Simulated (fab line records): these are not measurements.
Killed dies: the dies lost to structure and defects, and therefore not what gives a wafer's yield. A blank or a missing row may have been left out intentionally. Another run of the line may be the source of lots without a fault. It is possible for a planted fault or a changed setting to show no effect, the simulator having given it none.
Matching of chambers -- flow gf180mcu -- GF_V5_CMP_04 on cmp-01: 4 sister chambers
The step polishes SiO2. 22 wafers are shown with their chamber, then 11 later ones without.

WAFERS PAIRED WITH THEIR CHAMBERS
wafer,chamber,motor_current_A (A)
L537.1,1,11.5
L537.3,3,10.6
L537.5,0,10.6
L538.2,3,10.8
L538.4,0,10.5
L538.5,0,10.4
L539.2,1,11.1
L539.3,2,11.2
L539.4,3,10.8
L540.3,1,11.2
L540.4,2,11.5
L540.5,1,11.7
L541.1,3,10.9
L541.5,2,10.9
L541.6,3,10.2
L543.2,0,10.7
L543.3,1,11.9
L543.4,3,10.6
L551.1,1,11.0
L551.2,3,11.0
L551.5,0,10.4
L553.1,2,11.1

SIGNATURES (averages over the wafers above)
reading,chamber 0,chamber 1,chamber 2,chamber 3,scatter within a chamber
motor_current_A,10.520,11.400,11.175,10.700,0.27
Rule: a wafer's distance from a chamber is the root of the sum, over the readings, of the square of ((its reading less the chamber's mean) divided by the reading's scatter). The wafer belongs to the nearest chamber; if the next one is less than 2 further off, it can't be placed. The scatter is the square root of a quotient: the sum, over the shown wafers, of each reading's squared deviation from its chamber's mean, divided by wafers minus chambers.

WAFERS MISSING THEIR CHAMBER
wafer,motor_current_A (A)
L553.2,11.5
L553.5,10.8
L555.1,10.4
L555.2,11.5
L555.3,10.6
L557.1,10.8
L557.2,11.4
L557.4,11.6
L558.2,11.8
L558.5,10.8
L558.6,11.4

WHICH CHAMBER EACH WENT THROUGH
wafer,from the rows above,in truth
L553.2,can't be placed: 1 or 2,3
L553.5,can't be placed: 3 or 0 or 2 or 1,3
L555.1,can't be placed: 0 or 3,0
L555.2,can't be placed: 1 or 2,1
L555.3,can't be placed: 0 or 3 or 2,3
L557.1,can't be placed: 3 or 0 or 2 or 1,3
L557.2,can't be placed: 1 or 2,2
L557.4,can't be placed: 1 or 2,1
L558.2,can't be placed: 1 or 2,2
L558.5,can't be placed: 3 or 0 or 2 or 1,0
L558.6,can't be placed: 1 or 2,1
Placed correctly: 0 of 11. These rows do not allow placing 11 (true chamber among the candidates in 10). Placed wrongly: 0.
